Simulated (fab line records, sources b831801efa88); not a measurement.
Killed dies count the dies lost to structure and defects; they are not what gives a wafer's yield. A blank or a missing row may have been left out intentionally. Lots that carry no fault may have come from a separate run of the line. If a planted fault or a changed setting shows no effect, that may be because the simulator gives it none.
Which tool did it? / flow gf180mcu / 12 lots with 36 wafers sampled at 6 steps, on a route of 602 steps

WHAT EACH GAUGE READ, for each wafer
GF_HV_LDD_TW_MEAS_11. Usual: HV_LDD_TW gives 2398 (standard deviation 16).
lot=L454; measured=day 10 02:31; on=film-metro-03; HV_LDD_TW=2401 2399 2418; flag=
lot=L455; measured=day 10 10:02; on=film-metro-01; HV_LDD_TW=2412 2417 2418; flag=
lot=L456; measured=day 10 15:04; on=film-metro-04; HV_LDD_TW=2411 2419 2415; flag=
lot=L465; measured=day 13 06:54; on=film-metro-04; HV_LDD_TW=2412 2405 2396; flag=
lot=L469; measured=day 14 12:55; on=film-metro-04; HV_LDD_TW=2406 2419 2407; flag=
lot=L470; measured=day 14 23:57; on=film-metro-04; HV_LDD_TW=2404 2411 2404; flag=
lot=L471; measured=day 15 09:22; on=film-metro-04; HV_LDD_TW=2387 2391 2394; flag=
lot=L472; measured=day 15 11:31; on=film-metro-04; HV_LDD_TW=2397 2400 2378; flag=
lot=L473; measured=day 15 21:05; on=film-metro-04; HV_LDD_TW=2396 2395 2403; flag=
lot=L475; measured=day 16 10:58; on=film-metro-04; HV_LDD_TW=2400 2408 2400; flag=
lot=L476; measured=day 16 18:31; on=film-metro-01; HV_LDD_TW=2393 2427 2426; flag=
lot=L477; measured=day 17 00:59; on=film-metro-04; HV_LDD_TW=2393 2399 2405; flag=

GF_PSD_CD_MEAS_07: target cd 400 nm. Usual: cd-nm 399.2 nm, standard deviation 2.1.
lot=L454; measured=day 14 08:46; on=cd-sem-02; cd-nm (nm)=401.1 401.6 400.8; flag=
lot=L455; measured=day 14 13:55; on=cd-sem-01; cd-nm (nm)=400.4 402.7 400.1; flag=
lot=L456; measured=day 14 20:58; on=cd-sem-02; cd-nm (nm)=400.0 400.4 399.7; flag=
lot=L465; measured=day 17 23:55; on=cd-sem-01; cd-nm (nm)=398.3 398.9 400.0; flag=
lot=L469; measured=day 19 11:22; on=cd-sem-01; cd-nm (nm)=396.4 396.9 396.5; flag=
lot=L470; measured=day 20 02:01; on=cd-sem-01; cd-nm (nm)=395.1 393.9 396.8; flag=
lot=L471; measured=day 20 10:56; on=cd-sem-02; cd-nm (nm)=398.8 397.2 397.9; flag=
lot=L472; measured=day 20 13:04; on=cd-sem-02; cd-nm (nm)=398.6 400.5 398.1; flag=
lot=L473; measured=day 21 00:19; on=cd-sem-02; cd-nm (nm)=398.1 398.3 398.8; flag=
lot=L475; measured=day 21 14:48; on=cd-sem-02; cd-nm (nm)=399.0 400.4 397.9; flag=
lot=L476; measured=day 21 21:50; on=cd-sem-01; cd-nm (nm)=395.5 396.8 396.1; flag=
lot=L477; measured=day 22 04:59; on=cd-sem-01; cd-nm (nm)=399.7 400.1 400.8; flag=

GF_PSD_RS_MEAS_14: measures by four-point-probe. Usual: NSD_RS gives 46.18 ohm/sq (standard deviation 0.086).
lot=L454; measured=day 14 09:23; on=film-metro-04; NSD_RS (ohm/sq)=46.17 46.33 46.29; flag=
lot=L455; measured=day 14 14:32; on=film-metro-02; NSD_RS (ohm/sq)=46.20 46.24 46.21; flag=
lot=L456; measured=day 14 21:34; on=film-metro-04; NSD_RS (ohm/sq)=46.10 45.97 46.04; flag=
lot=L465; measured=day 18 00:31; on=film-metro-04; NSD_RS (ohm/sq)=44.04 44.01 43.90 44.08 44.06 44.07; flag=OFF
lot=L469; measured=day 19 11:58; on=film-metro-04; NSD_RS (ohm/sq)=44.03 44.03 43.96 44.06 44.14 43.92; flag=OFF
lot=L470; measured=day 20 02:37; on=film-metro-02; NSD_RS (ohm/sq)=46.15 46.18 46.13; flag=
lot=L471; measured=day 20 11:32; on=film-metro-02; NSD_RS (ohm/sq)=46.27 46.17 46.11; flag=
lot=L472; measured=day 20 13:40; on=film-metro-02; NSD_RS (ohm/sq)=46.16 46.16 46.24; flag=
lot=L473; measured=day 21 00:55; on=film-metro-04; NSD_RS (ohm/sq)=46.08 46.08 46.17; flag=
lot=L475; measured=day 21 15:24; on=film-metro-02; NSD_RS (ohm/sq)=46.30 46.28 46.26; flag=
lot=L476; measured=day 21 22:26; on=film-metro-02; NSD_RS (ohm/sq)=46.28 46.19 46.16; flag=
lot=L477; measured=day 22 05:35; on=film-metro-04; NSD_RS (ohm/sq)=46.11 46.17 46.12; flag=

GF_PSD_RS_MEAS_15: measures by four-point-probe. Usual: PSD_RS gives 108.63 ohm/sq (standard deviation 0.26).
lot=L454; measured=day 14 09:30; on=film-metro-04; PSD_RS (ohm/sq)=108.21 108.46 108.69; flag=
lot=L455; measured=day 14 14:39; on=film-metro-02; PSD_RS (ohm/sq)=108.76 108.66 108.54; flag=
lot=L456; measured=day 14 21:41; on=film-metro-04; PSD_RS (ohm/sq)=108.11 108.02 107.92; flag=
lot=L465; measured=day 18 06:54; on=film-metro-04; PSD_RS (ohm/sq)=108.56 108.40 108.65; flag=
lot=L469; measured=day 19 13:02; on=film-metro-04; PSD_RS (ohm/sq)=108.82 108.76 108.09; flag=
lot=L470; measured=day 20 02:44; on=film-metro-02; PSD_RS (ohm/sq)=108.44 108.61 108.35; flag=
lot=L471; measured=day 20 11:39; on=film-metro-02; PSD_RS (ohm/sq)=108.48 108.69 108.31; flag=
lot=L472; measured=day 20 13:47; on=film-metro-02; PSD_RS (ohm/sq)=108.32 108.52 108.68; flag=
lot=L473; measured=day 21 01:02; on=film-metro-04; PSD_RS (ohm/sq)=108.31 108.28 108.70; flag=
lot=L475; measured=day 21 15:31; on=film-metro-02; PSD_RS (ohm/sq)=108.78 109.00 108.91; flag=
lot=L476; measured=day 21 22:33; on=film-metro-02; PSD_RS (ohm/sq)=108.98 108.87 108.69; flag=
lot=L477; measured=day 22 05:43; on=film-metro-04; PSD_RS (ohm/sq)=108.47 108.76 108.62; flag=

EACH LOT AND THE TOOL THAT RAN IT (in order: tool; ch and the chambers of the sampled wafers; start)
lot=L454; GF_NSD_IMPLANT_09=implanter-04 ch 0, day 13 11:56; GF_NSD_STRIP_11=plasma-asher-04 ch 0,1, day 13 12:13
lot=L455; GF_NSD_IMPLANT_09=implanter-04 ch 0, day 13 16:59; GF_NSD_STRIP_11=plasma-asher-01 ch 0,1, day 13 17:16
lot=L456; GF_NSD_IMPLANT_09=implanter-04 ch 0, day 13 23:55; GF_NSD_STRIP_11=plasma-asher-03 ch 0,1, day 14 00:13
lot=L465; GF_NSD_IMPLANT_09=implanter-03 ch 0, day 17 01:13; GF_NSD_STRIP_11=plasma-asher-01 ch 0,1, day 17 01:50
lot=L469; GF_NSD_IMPLANT_09=implanter-03 ch 0, day 18 10:40; GF_NSD_STRIP_11=plasma-asher-04 ch 0,1, day 18 11:16
lot=L470; GF_NSD_IMPLANT_09=implanter-03 ch 0, day 19 01:19; GF_NSD_STRIP_11=plasma-asher-04 ch 0,1, day 19 01:55
lot=L471; GF_NSD_IMPLANT_09=implanter-04 ch 0, day 19 09:56; GF_NSD_STRIP_11=plasma-asher-03 ch 0,1, day 19 10:13
lot=L472; GF_NSD_IMPLANT_09=implanter-02 ch 0, day 19 13:02; GF_NSD_STRIP_11=plasma-asher-04 ch 0,1, day 19 13:19
lot=L473; GF_NSD_IMPLANT_09=implanter-03 ch 0, day 19 23:41; GF_NSD_STRIP_11=plasma-asher-04 ch 0,1, day 19 23:56
lot=L475; GF_NSD_IMPLANT_09=implanter-03 ch 0, day 20 14:49; GF_NSD_STRIP_11=plasma-asher-04 ch 0,1, day 20 15:07
lot=L476; GF_NSD_IMPLANT_09=implanter-02 ch 0, day 20 22:14; GF_NSD_STRIP_11=plasma-asher-03 ch 0,1, day 20 22:31
lot=L477; GF_NSD_IMPLANT_09=implanter-04 ch 0, day 21 05:13; GF_NSD_STRIP_11=plasma-asher-01 ch 0,1, day 21 05:31
- GF_NSD_IMPLANT_09
- GF_NSD_STRIP_11: strips in O2/N2.

WHAT THE TOOLS THEMSELVES READ (means of the sampled wafers that have a number; where no wafer has one, the mark that the record gives instead)
GF_NSD_IMPLANT_09. Usual: faraday-current-uA 12135, standard deviation 930.
lot=L454 tool=implanter-04 faraday-current-uA=11058 flag=
lot=L455 tool=implanter-04 faraday-current-uA=11156 flag=
lot=L456 tool=implanter-04 faraday-current-uA=11014 flag=
lot=L465 tool=implanter-03 faraday-current-uA=12263 flag=
lot=L469 tool=implanter-03 faraday-current-uA=12375 flag=
lot=L470 tool=implanter-03 faraday-current-uA=12589 flag=
lot=L471 tool=implanter-04 faraday-current-uA=10861 flag=
lot=L472 tool=implanter-02 faraday-current-uA=13317 flag=
lot=L473 tool=implanter-03 faraday-current-uA=11986 flag=
lot=L475 tool=implanter-03 faraday-current-uA=11972 flag=
lot=L476 tool=implanter-02 faraday-current-uA=13430 flag=
lot=L477 tool=implanter-04 faraday-current-uA=10992 flag=

GF_NSD_STRIP_11. Usual: drypump-motor-current-A 6.0 A, standard deviation 0.55; heater-power-w 365 W, standard deviation 51; oes-product-au 0.487 a.u., standard deviation 0.0041; strip-time-to-endpoint-s 22.95 s, standard deviation 0.035.
lot=L454; tool=plasma-asher-04; drypump-motor-current-A (A)=6.3; heater-power-w (W)=347; oes-product-au (a.u.)=0.486; strip-time-to-endpoint-s (s)=22.95; flag=
lot=L455; tool=plasma-asher-01; drypump-motor-current-A (A)=5.8; heater-power-w (W)=349; oes-product-au (a.u.)=0.490; strip-time-to-endpoint-s (s)=22.97; flag=
lot=L456; tool=plasma-asher-03; drypump-motor-current-A (A)=5.8; heater-power-w (W)=373; oes-product-au (a.u.)=0.490; strip-time-to-endpoint-s (s)=22.99; flag=
lot=L465; tool=plasma-asher-01; drypump-motor-current-A (A)=5.7; heater-power-w (W)=353; oes-product-au (a.u.)=0.475; strip-time-to-endpoint-s (s)=24.08; flag=OFF
lot=L469; tool=plasma-asher-04; drypump-motor-current-A (A)=6.5; heater-power-w (W)=393; oes-product-au (a.u.)=0.475; strip-time-to-endpoint-s (s)=24.10; flag=OFF
lot=L470; tool=plasma-asher-04; drypump-motor-current-A (A)=6.5; heater-power-w (W)=389; oes-product-au (a.u.)=0.488; strip-time-to-endpoint-s (s)=22.93; flag=
lot=L471; tool=plasma-asher-03; drypump-motor-current-A (A)=5.3; heater-power-w (W)=339; oes-product-au (a.u.)=0.486; strip-time-to-endpoint-s (s)=22.96; flag=
lot=L472; tool=plasma-asher-04; drypump-motor-current-A (A)=6.5; heater-power-w (W)=392; oes-product-au (a.u.)=0.485; strip-time-to-endpoint-s (s)=22.92; flag=
lot=L473; tool=plasma-asher-04; drypump-motor-current-A (A)=6.3; heater-power-w (W)=351; oes-product-au (a.u.)=0.488; strip-time-to-endpoint-s (s)=22.96; flag=
lot=L475; tool=plasma-asher-04; drypump-motor-current-A (A)=6.3; heater-power-w (W)=346; oes-product-au (a.u.)=0.487; strip-time-to-endpoint-s (s)=22.94; flag=
lot=L476; tool=plasma-asher-03; drypump-motor-current-A (A)=5.3; heater-power-w (W)=337; oes-product-au (a.u.)=0.488; strip-time-to-endpoint-s (s)=22.96; flag=
lot=L477; tool=plasma-asher-01; drypump-motor-current-A (A)=5.7; heater-power-w (W)=369; oes-product-au (a.u.)=0.488; strip-time-to-endpoint-s (s)=22.95; flag=

THE ANSWER, worked out from the rows above alone
Rule: take the mean of a lot's wafers that have a number; if it is more than 3 standard deviations from the usual mean, the lot is off. Also off: a lot with no number at a reading for which 4 or more lots have one. Where the step has rows for the other lots, those lots are counted as sound. First the gauges in route order, then the tools' own readings, where a lot's mean is used as printed above. The first step at which some lot is off is used, and at that step the reading that is off furthest; a lot without a number counts as furthest.
Off: L465, L469, at GF_PSD_RS_MEAS_14 (NSD_RS).
A tool fits if, at a process step before that reading, it ran every lot that is off, and no sound lot after the first of them. Not tried: the gauges at GF_PSD_RS_MEAS_14; whatever is off there is also off at GF_NSD_STRIP_11, on other tools, and gauge error can't account for it. Not one of the candidates tried fits.

WHAT THE SIMULATOR HAD PUT IN
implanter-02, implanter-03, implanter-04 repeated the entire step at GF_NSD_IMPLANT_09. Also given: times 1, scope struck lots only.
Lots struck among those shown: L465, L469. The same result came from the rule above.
